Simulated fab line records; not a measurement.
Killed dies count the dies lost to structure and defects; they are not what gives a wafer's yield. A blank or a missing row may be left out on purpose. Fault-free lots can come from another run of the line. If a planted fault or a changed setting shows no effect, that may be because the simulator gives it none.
A lot that was struck, set against a sound lot + flow gf180mcu + 44 out of 602 route steps
Sound: wafers L496.4, L496.5, L496.6. Struck: wafers L503.2, L503.6 (left out: L503.4, a lot-mate that was not struck); the cause follows at the end.
At each step with rows: each side's tool, then ch and its chambers, then its first start. Under that, the readings that differ: sound wafers + struck wafers + difference of the means + sigmas: that difference in standard deviations of wafers without a fault.
alike: readings whose means differ by less than 2 such deviations, and words and numbers that are the same on both sides. not compared: withheld readings, readings that some wafer has no value for, bounds like >300 that may hide the same value, and numbers for which the record gives no deviation and whose values overlap.
A row with sigmas, a row that says differs or no value, or rows on one side alone: a step with any of these is where the two part. Numbers that don't overlap but have no deviation are shown without sigmas and don't part them. A reading missing from all wafers of one side parts the sides only when that side holds two or more wafers.

first, 2 steps without rows for these wafers: GF_MVSD_IMPLANT_08; GF_MVSD_IMPLANT_09.
GF_MVSD_STRIP_10: strips in O2/N2.
  sound on plasmaAsher-04 ch 0,1, day 4 02:25; struck on plasmaAsher-04 ch 0,1, day 6 20:23
  alike: drypumpMotorCurrentA, heaterPowerW, n2FlowSccm, oesProductAu, stripTimeToEndpointS
  not compared: rfHoursCounterH
GF_MVSD_TW_MEAS_11:
  sound on filmMetro-02 at day 4 02:31; struck on filmMetro-02 at day 6 20:30
  alike: MVSD_TW
then, 7 steps without rows for these wafers: GF_MVPSD_DEHYDRATE_00 (time 60 s); GF_MVPSD_HMDS_01 (prime time 60 s); GF_MVPSD_COAT_02 (resist thk 3000 nm); GF_MVPSD_SOFTBAKE_03; GF_MVPSD_EXPOSE_04 (exposes mask MVPSD, target cd 1000 nm); GF_MVPSD_PEB_05; GF_MVPSD_DEVELOP_06 (develop time 60 s).
GF_MVPSD_OVL_MEAS_07:
  sound on overlay-02 at day 4 08:22; struck on overlay-01 at day 7 11:45
  alike: MVPSD_OVL
GF_MVPSD_IMPLANT_08:
  sound on implanter-03 ch 0, day 4 08:28; struck on implanter-02 ch 0, day 7 11:48
following that, these wafers have no rows for 1 step: GF_MVPSD_IMPLANT_09.
GF_MVPSD_STRIP_10: strips in O2/N2.
  sound on plasmaAsher-04 ch 0,1, day 4 08:43; struck on plasmaAsher-02 ch 0, day 7 12:05
| reading           | sound             | struck      | difference | sigmas |
|-------------------|-------------------|-------------|------------|--------|
| n2FlowSccm (sccm) | 301.0 300.3 300.1 | 298.6 298.6 | -1.9       | -2     |
  alike: drypumpMotorCurrentA, heaterPowerW, oesProductAu, stripTimeToEndpointS
  not compared: rfHoursCounterH
GF_MVPSD_TW_MEAS_11:
  sound on filmMetro-03 at day 4 08:49; struck on filmMetro-02 at day 7 12:11
| reading  | sound       | struck  | difference | sigmas |
|----------|-------------|---------|------------|--------|
| MVPSD_TW | 563 562 562 | 546 546 | -16        | -3     |
then, 7 steps without rows for these wafers: GF_VT_IMPLANT_DEHYDRATE_00 (time 60 s); GF_VT_IMPLANT_HMDS_01 (prime time 60 s); GF_VT_IMPLANT_COAT_02 (resist thk 1000 nm); GF_VT_IMPLANT_SOFTBAKE_03 (time 60 s); GF_VT_IMPLANT_EXPOSE_04 (exposes mask LVPWELL LV AREA, target cd 600 nm); GF_VT_IMPLANT_PEB_05; GF_VT_IMPLANT_DEVELOP_06 (develop time 60 s).
GF_VT_IMPLANT_OVL_MEAS_07:
  sound on overlay-02 at day 4 21:49; struck on overlay-01 at day 8 03:53
  alike: VT_IMPLANT_OVL
following that, these wafers have no rows for 1 step: GF_VT_IMPLANT_IMPLANT_08.
GF_VT_IMPLANT_STRIP_09: strips in O2/N2.
  sound on plasmaAsher-02 ch 0,1, day 4 22:01; struck on plasmaAsher-02 ch 0, day 8 04:04
  alike: drypumpMotorCurrentA, heaterPowerW, n2FlowSccm, oesProductAu, stripTimeToEndpointS
  not compared: rfHoursCounterH
GF_VT_IMPLANT_TW_MEAS_10:
  sound on filmMetro-01 at day 4 22:07; struck on filmMetro-01 at day 8 04:11
  alike: VT_IMPLANT_TW
then, 7 steps without rows for these wafers: GF_VT_IMPLANT_DEHYDRATE_11 (time 60 s); GF_VT_IMPLANT_HMDS_12 (prime time 60 s); GF_VT_IMPLANT_COAT_13 (resist thk 1000 nm); GF_VT_IMPLANT_SOFTBAKE_14 (time 60 s); GF_VT_IMPLANT_EXPOSE_15 (exposes mask Nwell LV AREA, target cd 860 nm); GF_VT_IMPLANT_PEB_16; GF_VT_IMPLANT_DEVELOP_17 (develop time 60 s).
GF_VT_IMPLANT_OVL_MEAS_18:
  sound on overlay-01 at day 5 12:01; struck on overlay-02 at day 8 20:17
| reading                | sound        | struck   | difference | sigmas |
|------------------------|--------------|----------|------------|--------|
| VT_IMPLANT_01_OVL (nm) | 2.0 -0.3 2.4 | -1.3 0.1 | -2.0       | -2     |
following that, these wafers have no rows for 1 step: GF_VT_IMPLANT_IMPLANT_19.
GF_VT_IMPLANT_STRIP_20: strips in O2/N2.
  sound on plasmaAsher-03 ch 0,1, day 5 12:13; struck on plasmaAsher-01 ch 0,1, day 8 20:28
| reading                  | sound             | struck      | difference | sigmas |
|--------------------------|-------------------|-------------|------------|--------|
| stripTimeToEndpointS (s) | 12.63 12.69 12.69 | 12.55 12.59 | -0.10      | -2     |
  alike: drypumpMotorCurrentA, heaterPowerW, n2FlowSccm, oesProductAu
  not compared: rfHoursCounterH
GF_VT_IMPLANT_TW_MEAS_21:
  sound on filmMetro-02 at day 5 12:19; struck on filmMetro-01 at day 8 20:34
  alike: VT_IMPLANT_2_TW
then, 4 steps without rows for these wafers: GF_VT_IMPLANT_DEHYDRATE_22 (time 60 s); GF_VT_IMPLANT_HMDS_23 (prime time 60 s); GF_VT_IMPLANT_COAT_24 (resist thk 1000 nm); GF_VT_IMPLANT_SOFTBAKE_25 (time 60 s).
GF_VT_IMPLANT_RS_MEAS_49: a four-point-probe measurement.
  sound on filmMetro-04 at day 6 18:55; struck on filmMetro-02 at day 10 08:54
| reading           | sound                | struck        | difference | sigmas |
|-------------------|----------------------|---------------|------------|--------|
| MVPSD_RS (ohm/sq) | 1165.4 1171.4 1167.8 | 1175.8 1174.7 | +7.0       | +3     |
following that, these wafers have no rows for 1 step: GF_PASSIVATION_PROBE_99.

## WHERE THEY PART
First at GF_MVPSD_STRIP_10; last, within this record, at GF_VT_IMPLANT_RS_MEAS_49.

WHY: the cause the simulator had injected
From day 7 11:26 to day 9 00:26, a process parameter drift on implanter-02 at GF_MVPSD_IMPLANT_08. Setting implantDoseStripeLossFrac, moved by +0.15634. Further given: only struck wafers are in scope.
